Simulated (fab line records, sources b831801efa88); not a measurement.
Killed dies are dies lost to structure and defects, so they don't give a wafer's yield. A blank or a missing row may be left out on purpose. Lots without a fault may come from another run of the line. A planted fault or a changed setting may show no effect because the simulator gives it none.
Which tool did it? | flow sky130 | 10 lots, 30 wafers sampled, at 6 steps of a route of 708

WHAT THE GAUGES READ, wafer by wafer
SKY_VIA1_THK_MEAS_01. Usual: VIA1_HDPCVD_THK 1032 nm, standard deviation 9.4.
lot  | measured     | on            | VIA1_HDPCVD_THK (nm) | flag
L794 | day 33 04:19 | film_metro-03 | 1030 1022 1029       |
L796 | day 33 14:41 | film_metro-02 | 1015 1027 1020       |
L797 | day 33 21:58 | film_metro-02 | 1042 1034 1053       |
L798 | day 34 09:59 | film_metro-03 | 1022 1017 1023       |
L799 | day 34 16:22 | film_metro-02 | 1023 1033 1027       |
L807 | day 37 03:56 | film_metro-01 | 1035 1049 1036       |
L808 | day 37 13:30 | film_metro-02 | 1032 1029 1025       |
L809 | day 37 17:37 | film_metro-02 | 1028 1033 1022       |
L814 | day 39 07:53 | film_metro-01 | 1041 1035 1035       |
L815 | day 39 13:02 | film_metro-01 | 1031 1043 1029       |

SKY_VIA1_OVL_MEAS_13. Usual: VIA1_OVL 2 nm, standard deviation 5.5.
lot  | measured     | on         | VIA1_OVL (nm) | flag
L794 | day 34 08:03 | overlay-01 | 3 2 7         |
L796 | day 34 18:02 | overlay-01 | -2 1 -2       |
L797 | day 35 00:53 | overlay-01 | -6 -4 -3      |
L798 | day 35 12:53 | overlay-01 | 8 8 5         |
L799 | day 35 19:42 | overlay-01 | 9 11 8        |
L807 | day 38 06:38 | overlay-01 | 2 9 7         |
L808 | day 38 15:40 | overlay-02 | 4 1 3         |
L809 | day 38 19:33 | overlay-02 | -5 -1 -5      |
L814 | day 40 08:44 | overlay-01 | -14 -10 -4    |
L815 | day 40 13:42 | overlay-01 | 2 8 6         |

SKY_VIA1_RS_MEAS_22: measures by four-point-probe. Usual: VIA1_W_RS 0.429 ohm/sq, standard deviation 0.0042.
lot  | measured     | on            | VIA1_W_RS (ohm/sq) | flag
L794 | day 34 08:58 | film_metro-02 | 0.425 0.426 0.428  |
L796 | day 34 18:55 | film_metro-01 | 0.433 0.426 0.436  |
L797 | day 35 01:46 | film_metro-02 | 0.431 0.431 0.431  |
L798 | day 35 13:46 | film_metro-01 | 0.433 0.436 0.431  |
L799 | day 35 20:37 | film_metro-01 | 0.427 0.433 0.427  |
L807 | day 38 07:34 | film_metro-03 | 0.399 0.405 0.401  | OFF
L808 | day 38 16:34 | film_metro-02 | 0.399 0.401 0.400  | OFF
L809 | day 38 20:26 | film_metro-01 | 0.399 0.400 0.399  | OFF
L814 | day 40 09:37 | film_metro-01 | 0.422 0.423 0.422  |
L815 | day 40 14:37 | film_metro-01 | 0.425 0.419 0.422  |

SKY_VIA1_THK_MEAS_23: measures by xrf. Usual: VIA1_W_THK 260 nm, standard deviation 4.1.
lot  | measured     | on            | VIA1_W_THK (nm) | flag
L794 | day 34 09:05 | film_metro-02 | 260 259 257     |
L796 | day 34 19:02 | film_metro-01 | 263 268 262     |
L797 | day 35 01:53 | film_metro-02 | 254 255 254     |
L798 | day 35 13:53 | film_metro-01 | 262 261 263     |
L799 | day 35 20:43 | film_metro-01 | 266 263 264     |
L807 | day 38 07:40 | film_metro-03 | 278 274 276     | OFF
L808 | day 38 16:40 | film_metro-02 | 274 273 276     | OFF
L809 | day 38 20:33 | film_metro-01 | 284 284 284     | OFF
L814 | day 40 09:44 | film_metro-01 | 269 267 265     |
L815 | day 40 14:43 | film_metro-01 | 265 270 267     |

WHICH TOOL RAN EACH LOT (tool, then ch and the chambers of the sampled wafers, then the start)
lot  | SKY_METAL1_ETCH_18                | SKY_VIA1_CVD_21
L794 | rie_metal-02 ch 1, day 33 03:26   | cvd_w-01 ch 0, day 34 08:52
L796 | rie_metal-03 ch 0,1, day 33 13:48 | cvd_w-02 ch 0,1, day 34 18:49
L797 | rie_metal-03 ch 0,1, day 33 21:03 | cvd_w-01 ch 0,1, day 35 01:40
L798 | rie_metal-03 ch 0,1, day 34 09:08 | cvd_w-01 ch 0,1, day 35 13:40
L799 | rie_metal-04 ch 0,1, day 34 15:30 | cvd_w-02 ch 0, day 35 20:30
L807 | rie_metal-03 ch 0,1, day 37 03:04 | cvd_w-01 ch 0,1, day 38 07:27
L808 | rie_metal-03 ch 0,1, day 37 12:38 | cvd_w-01 ch 0,1, day 38 16:27
L809 | rie_metal-02 ch 1, day 37 16:36   | cvd_w-01 ch 1, day 38 20:20
L814 | rie_metal-03 ch 0,1, day 39 06:59 | cvd_w-02 ch 0,1, day 40 09:31
L815 | rie_metal-04 ch 0,1, day 39 12:10 | cvd_w-02 ch 0,1, day 40 14:30
- SKY_METAL1_ETCH_18: etches BARC in N2/H2, stops on SiO2, time 45.9 s, target depth 60 nm.
- SKY_VIA1_CVD_21: deposits W, target thk 270 nm, time 80.902 s.

WHAT THE TOOLS THEMSELVES READ (means of the sampled wafers that have a number; where no wafer has one, the mark that the record gives instead)
SKY_METAL1_ETCH_18. Usual: drypump_motor_current_A 5.7 A, standard deviation 0.49; oes_product_au 0.854 a.u., standard deviation 0.0048; rf_fwd_power_W 495.3 W, standard deviation 1.9; throttle_valve_pct 13.225 %, standard deviation 0.0086.
lot  | tool         | drypump_motor_current_A (A) | oes_product_au (a.u.) | rf_fwd_power_W (W) | throttle_valve_pct (%) | flag
L794 | rie_metal-02 | 6.3                         | 0.852                 | 496.2              | 13.219                 |
L796 | rie_metal-03 | 5.1                         | 0.859                 | 496.0              | 13.219                 |
L797 | rie_metal-03 | 5.1                         | 0.856                 | 496.0              | 13.224                 |
L798 | rie_metal-03 | 5.1                         | 0.847                 | 495.3              | 13.230                 |
L799 | rie_metal-04 | 6.1                         | 0.858                 | 498.0              | 13.227                 |
L807 | rie_metal-03 | 5.3                         | 0.851                 | 493.1              | 13.228                 |
L808 | rie_metal-03 | 5.3                         | 0.853                 | 496.2              | 13.217                 |
L809 | rie_metal-02 | 6.3                         | 0.854                 | 496.5              | 13.230                 |
L814 | rie_metal-03 | 5.3                         | 0.855                 | 496.1              | 13.225                 |
L815 | rie_metal-04 | 5.8                         | 0.854                 | 494.0              | 13.230                 |

SKY_VIA1_CVD_21. Usual: chamber_pressure_Torr 40.00 Torr, standard deviation 0.087; heater_power_outer_w 534 W, standard deviation 61; heater_power_w 891 W, standard deviation 83.
lot  | tool     | chamber_pressure_Torr (Torr) | heater_power_outer_w (W) | heater_power_w (W) | flag
L794 | cvd_w-01 | 40.03                        | 485                      | 825                |
L796 | cvd_w-02 | 40.08                        | 492                      | 831                |
L797 | cvd_w-01 | 39.95                        | 565                      | 945                |
L798 | cvd_w-01 | 39.95                        | 567                      | 960                |
L799 | cvd_w-02 | 40.03                        | 458                      | 814                |
L807 | cvd_w-01 | 46.13                        | 569                      | 941                | OFF
L808 | cvd_w-01 | 46.15                        | 522                      | 901                | OFF
L809 | cvd_w-01 | 46.20                        | 608                      | 1010               | OFF
L814 | cvd_w-02 | 40.02                        | 508                      | 852                |
L815 | cvd_w-02 | 40.07                        | 527                      | 843                |

THE ANSWER, worked out from the rows above alone
Rule: a lot is off if the mean of its wafers that have a number lies more than 3 standard deviations from the usual mean. A lot without any number at a reading at which 4 lots or more have one is off too. The other lots that the step has rows for count as sound. The gauges are gone through in route order, then the tools' own readings, and for those a lot's mean is taken as printed above. The first step at which some lot is off is used, and at that step the reading that is off furthest; a lot without a number counts as furthest.
Off: L807, L808, L809, at SKY_VIA1_RS_MEAS_22 (VIA1_W_RS).
A tool fits if, at a process step before that reading, it ran every lot that is off, and no sound lot after the first of them. The gauges at SKY_VIA1_RS_MEAS_22 aren't tried: what is off there is off at SKY_VIA1_CVD_21 too, on other tools, and a gauge's error can't cause that. One fits: cvd_w-01 at SKY_VIA1_CVD_21. Its last sound lot is L798 (day 35 13:40), its first lot that is off L807 (day 38 07:27): a fault that began between those two fits.
The tool's own readings at SKY_VIA1_CVD_21 bear it out: on the lots that are off they differ by more than 5 times the standard deviation of the sound lots' means. chamber_pressure_Torr reads 46.16 Torr there against 40.02 Torr on the sound lots.

WHAT THE SIMULATOR HAD PUT IN
Process parameter drift: cvd_w-01, from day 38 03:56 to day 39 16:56, at SKY_VIA1_CVD_21. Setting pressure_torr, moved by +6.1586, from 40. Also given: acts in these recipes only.
Lots struck among those shown: L807, L808, L809. The rule above found the same.
